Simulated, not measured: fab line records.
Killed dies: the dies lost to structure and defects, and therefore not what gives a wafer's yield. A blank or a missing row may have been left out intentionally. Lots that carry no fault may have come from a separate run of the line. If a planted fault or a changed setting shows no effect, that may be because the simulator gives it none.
Comparing a struck lot with a sound one    flow sfq line    32 out of 325 route steps
Sound: the wafers L433.1, L433.2, L433.3. Struck: wafers L445.1, L445.2 (left out: L445.6, a lot-mate that was not struck); the cause follows at the end.
Per side, at each step with rows, come the tool, then ch with its chambers, and then its first start. Under that, the readings that differ: sound wafers    struck wafers    difference of the means    sigmas: that difference in standard deviations of wafers without a fault.
alike: a reading whose means differ by less than 2 such deviations, as well as words and numbers matching on both sides. not compared: withheld readings; readings where some wafer has no value; bounds like >300 that might hide an equal value; numbers whose values overlap and for which the record gives no deviation.
The two part at a step that has a row with sigmas, a row that says differs or no value, or rows on one side only. Numbers that don't overlap but have no deviation are shown without sigmas and don't part them. A reading missing from all wafers of one side parts the sides only when that side holds two or more wafers.

SFQ_INCOMING_BOW_MEAS_900:
  struck on film metro-03, day 4 18:00; sound on film metro-01, day 2 06:00
  alike: INCOMING_BOW
then, 1 step without rows for these wafers: SFQ_TRILAYER_INCOMING_OXIDATION_002 (target thk 500 nm, ox time 4939 s).
SFQ_TRILAYER_L0_DEP_SPUTTER_003: material MoNx KI, target thk 40 nm, time 100 s.
  struck on pvd sputter-03, day 4 20:29; sound on pvd sputter-05, day 2 08:29
reading                                                   sound              struck       difference  sigmas
model.MoNx_KI_of_TRILAYER_L0_DEP_SPUTTER_003.thk nm (nm)  40.12 40.22 40.38  70.95 70.92  +30.70      
  alike: throttle valve pct
SFQ_L0_RS_MEAS_901: uses a four-point probe to measure.
  struck on film metro-04, day 4 20:34; sound on film metro-02, day 2 08:34
reading                 sound           struck     difference  sigmas
L0_MONX_KI_RS (ohm/sq)  43.3 43.3 43.1  24.5 24.5  -18.7       -44
SFQ_L0_THK_MEAS_902: measures by xrf.
  struck on film metro-04, day 4 20:41; sound on film metro-02, day 2 08:41
reading              sound           struck     difference  sigmas
L0_MONX_KI_THK (nm)  39.8 40.3 40.1  70.2 70.4  +30.2       +69
then, 7 steps without rows for these wafers: SFQ_TRILAYER_L0_LITHO_COAT_010 (resist thk 62 nm); SFQ_TRILAYER_L0_LITHO_COAT_005 (resist thk 600 nm); SFQ_TRILAYER_L0_LITHO_SOFTBAKE_009; SFQ_TRILAYER_L0_LITHO_EXPOSE_006 (exposes mask L0, target cd 2000 nm); SFQ_TRILAYER_L0_LITHO_PEB_008 (peb time 60 s); SFQ_TRILAYER_L0_LITHO_DEVELOP_007 (time 60 s); SFQ_TRILAYER_L0_BARC_OPEN_METAL_ETCH_010 (etches BARC in O2, target depth 125 nm, time 41.7 s).
-- the record jumps here: 3 days lie between the struck wafers' starts before and after --
SFQ_TRILAYER_L0_ETCH_METAL_ETCH_008: etches MoNx KI in SF6/O2, stops on SiO2, target depth 50 nm, time 25 s.
  sound on rie metal-03 ch 0, day 4 20:21; struck on rie metal-01 ch 0,1, day 7 17:26
reading                sound              struck       difference  sigmas
oes product au (a.u.)  0.874 0.877 0.878  1.000 1.002  +0.125      +20
  alike: drypump motor current A, rf fwd power W
  not compared: rf hours counter h
SFQ_TRILAYER_L0_STRIP_STRIP_009: strips in O2.
  sound on rie metal-03 ch 0, day 4 20:26; struck on rie metal-01 ch 0,1, day 7 17:29
reading                sound              struck       difference  sigmas
oes product au (a.u.)  0.995 0.977 0.988  1.012 0.995  +0.017      +2
  alike: drypump motor current A
  not compared: rf hours counter h
then, 1 step without rows for these wafers: SFQ_TRILAYER_L0_STRIP_SOLV_CLEAN_010 (cleans in NMP, time 600 s).
SFQ_TRILAYER_L0_CAP_PECVD_011: deposits SiO2 from SiH4/N2O, time 13.333 s, target thk 60 nm.
  sound on pecvd-01 ch 0,1,2, day 4 21:49; struck on pecvd-01 ch 0,1, day 7 18:15
  alike: heater power w, rf fwd power W, throttle valve pct
then, 6 steps without rows for these wafers: SFQ_TRILAYER_L0_VIA_LITHO_COAT_018 (resist thk 62 nm); SFQ_TRILAYER_L0_VIA_LITHO_COAT_013 (resist thk 650 nm); SFQ_TRILAYER_L0_VIA_LITHO_SOFTBAKE_017; SFQ_TRILAYER_L0_VIA_LITHO_EXPOSE_014 (exposes mask L0V, target cd 700 nm); SFQ_TRILAYER_L0_VIA_LITHO_PEB_016 (peb time 60 s); SFQ_TRILAYER_L0_VIA_LITHO_DEVELOP_015 (time 60 s).
-- the record jumps here: 3 days lie between the struck wafers' starts before and after --
SFQ_L0V_OVL_MEAS_903:
  struck on overlay-02, day 11 03:52; sound on overlay-01, day 7 20:58
  alike: L0V_OVL
SFQ_TRILAYER_L0_VIA_BARC_OPEN_VIA_ETCH_021: etches BARC in O2, target depth 125 nm, time 41.7 s.
  sound on rie diel-04 ch 0,1,2, day 7 21:01; struck on rie diel-02 ch 1,2, day 11 03:54
reading                 sound   struck  difference  sigmas
rf hours counter h (h)  6 7 18  101 43  +62         
  alike: drypump motor current A, oes product au, rf fwd power W
then, 1 step without rows for these wafers: SFQ_TRILAYER_L0_VIA_ETCH_VIA_ETCH_016 (etches SiO2 in CHF3, stops on MoNx KI, target depth 80 nm).
SFQ_TRILAYER_L0_VIA_STRIP_STRIP_017: strips in O2.
  sound on rie metal-04 ch 0,1, day 7 21:05; struck on rie metal-04 ch 0,1, day 11 03:59
  alike: drypump motor current A, oes product au
  not compared: rf hours counter h
then, 2 steps without rows for these wafers: SFQ_TRILAYER_L0_VIA_STRIP_SOLV_CLEAN_018 (cleans in NMP, time 600 s); SFQ_TRILAYER_M0_DEP_PRE_CLEAN_020 (time 15 s).
SFQ_TRILAYER_M0_DEP_SPUTTER_019: material Nb, target thk 200 nm, time 133.3 s.
  struck on pvd sputter-05, day 11 04:47; sound on pvd sputter-06, day 7 21:55
  alike: throttle valve pct
SFQ_M0_RS_MEAS_904: uses a four-point probe to measure.
  struck on film metro-02, day 11 04:53; sound on film metro-03, day 7 22:00
  alike: M0_NB_RS
then, 1 step without rows for these wafers: SFQ_TRILAYER_M0_LITHO_COAT_026 (resist thk 62 nm).
-- the record jumps here: 80 days lie between the struck wafers' starts before and after --
SFQ_M8_BOW_MEAS_951:
  struck on film metro-02, day 91 10:11; sound on film metro-04, day 89 08:52
reading                        sound             struck       difference  sigmas
model.etest.l0.ohm sq          43.4 43.29 43.12  24.54 24.55  -18.72      
model.etest.l0.comb log10 ohm  12 12 12          0 0          -12         
  alike: M8_BOW

== WHERE THEY PART ==
First at SFQ_L0_RS_MEAS_901; last, within this record, at SFQ_TRILAYER_L0_STRIP_STRIP_009. Later steps at which nothing parts them and some readings are alike: SFQ_TRILAYER_L0_CAP_PECVD_011, SFQ_L0V_OVL_MEAS_903, SFQ_TRILAYER_L0_VIA_BARC_OPEN_VIA_ETCH_021, SFQ_TRILAYER_L0_VIA_STRIP_STRIP_017, SFQ_TRILAYER_M0_DEP_SPUTTER_019, SFQ_M0_RS_MEAS_904, SFQ_M8_BOW_MEAS_951.

WHY: what the simulator had put in
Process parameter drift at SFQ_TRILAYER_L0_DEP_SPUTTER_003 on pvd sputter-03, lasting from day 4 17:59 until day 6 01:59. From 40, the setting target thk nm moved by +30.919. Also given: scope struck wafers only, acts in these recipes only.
